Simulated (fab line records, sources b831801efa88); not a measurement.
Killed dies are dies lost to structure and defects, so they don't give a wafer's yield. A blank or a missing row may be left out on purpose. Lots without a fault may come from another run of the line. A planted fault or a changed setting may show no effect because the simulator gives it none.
A struck lot beside a sound one | flow sky130 | 16 steps out of a route of 708
Sound: wafers L276.1, L276.4, L276.5. Struck: wafers L282.1, L282.2, L282.4. The cause comes at the end.
At each step with rows: each side's tool, then ch and its chambers, then its first start. Under that, the readings that differ: sound wafers | struck wafers | difference of the means | sigmas: that difference in standard deviations of wafers without a fault.
alike: readings whose means differ by less than 2 such deviations, and words and numbers that are the same on both sides. not compared: withheld readings, readings that some wafer has no value for, bounds like >300 that may hide the same value, and numbers for which the record gives no deviation and whose values overlap.
The two part at a step that has a row with sigmas, a row that says differs or no value, or rows on one side only. Numbers that don't overlap but have no deviation are shown without sigmas and don't part them. A reading that every wafer of one side lacks parts them only if that side has two wafers or more.

first, 2 steps without rows for these wafers: SKY_VIA2_CLEAN_18 (cleans in IPA, time 180 s); SKY_VIA2_CLEAN_19 (cleans in O3/DIW).
SKY_VIA2_SPUTTER_20: material TiN, target thk 20 nm, time 80 s.
  sound on pvd_sputter-03, day 38 03:50; struck on pvd_sputter-02, day 40 06:08
  alike: throttle_valve_pct
then, 1 step without rows for these wafers: SKY_VIA2_CVD_21 (deposits W, target thk 420 nm, time 126.4 s).
SKY_VIA2_RS_MEAS_22: measures by four-point-probe.
  sound on film_metro-04, day 38 04:02; struck on film_metro-02, day 40 06:19
  alike: VIA2_W_RS
SKY_VIA2_THK_MEAS_23: measures by xrf.
  sound on film_metro-04, day 38 04:09; struck on film_metro-02, day 40 06:26
  alike: VIA2_W_THK
then, 2 steps without rows for these wafers: SKY_VIA2_CMP_24 (polishes, stops on SiO2, t overpolish 20 s, target thk 0 nm); SKY_METAL3_SPUTTER_00 (material Ti, target thk 15 nm, time 10 s).
SKY_METAL3_SPUTTER_01: material TiN, target thk 20 nm, time 16.7 s.
  sound on pvd_sputter-01, day 38 04:32; struck on pvd_sputter-01, day 40 06:49
  alike: throttle_valve_pct
then, 1 step without rows for these wafers: SKY_METAL3_SPUTTER_02 (material AlCu, target thk 735 nm, time 39.1 s).
SKY_METAL3_SPUTTER_03: material Ti, target thk 5 nm, time 3.3 s.
  sound on pvd_sputter-01, day 38 04:36; struck on pvd_sputter-01, day 40 06:53
  alike: throttle_valve_pct
SKY_METAL3_SPUTTER_04: material TiN, target thk 70 nm, time 58.3 s.
  sound on pvd_sputter-01, day 38 04:37; struck on pvd_sputter-01, day 40 06:55
  alike: throttle_valve_pct
SKY_CAPM_CVD_00: deposits SiO2, target thk 15.5 nm.
  sound on pecvd-02 ch 1,2, day 38 04:40; struck on pecvd-02 ch 1,2, day 40 07:00
  alike: heater_power_outer_w, heater_power_w
SKY_CAPM_THK_MEAS_01:
  sound on film_metro-02, day 38 04:41; struck on film_metro-02, day 40 07:10
  reading              | sound             | struck            | difference | sigmas
  CAPM_CVD_00_THK (nm) | 15.28 15.38 15.59 | 30.80 31.31 31.36 | +15.74     | +72
SKY_CAPM_SPUTTER_02: material TiN, target thk 200 nm, time 166.7 s.
  sound on pvd_sputter-04, day 38 04:45; struck on pvd_sputter-03, day 40 07:13
  alike: throttle_valve_pct
-- the record jumps here: 9 days lie between the struck wafers' starts before and after (it left off in module CAPM and takes up again in module PAD_OPEN, whose first step shown is number 708 of the route) --
SKY_PAD_OPEN_PROBE_99:
  sound on prober-02, day 47 09:29; struck on prober-01, day 48 21:29
  reading                               | sound              | struck            | difference | sigmas
  killed_at_M4_up                       | 2 1 5              | 10 4 6            | +4         | +2
  model.etest.tester.sort_n_pass        | 406 405 400        | 0 0 0             | -404       |
  model.etest.tester.sort_bin_3_pct (%) | 0.6098 0.813 0.813 | 82.93 82.32 83.94 | +82.32     |
  model.etest.tester.sort_yield_pct (%) | 82.52 82.32 81.3   | 0 0 0             | -82        |
  model.etest.nfet_01v8_turned.short    | 0 0 0              | 1 1 1             | +1         |
  model.etest.nfet_01v8_lvt.short       | 0 0 0              | 1 1 1             | +1         |
  model.etest.met2_comb.over_limit      | 0 0 0              | 1 1 1             | +1         |
  model.etest.res_ndiff.short           | 0 0 0              | 1 1 1             | +1         |
  model.etest.met1.short                | 0 0 0              | 1 1 1             | +1         |
  alike: defect_limited_yield, killed_at_M0_to_M3, killed_at_contacts, killed_at_front_end, killed_at_other, killed_dies, killed_open, killed_short

WHERE THEY PART
First at SKY_CAPM_THK_MEAS_01; last, within this record, at SKY_PAD_OPEN_PROBE_99.

WHY: what the simulator had put in
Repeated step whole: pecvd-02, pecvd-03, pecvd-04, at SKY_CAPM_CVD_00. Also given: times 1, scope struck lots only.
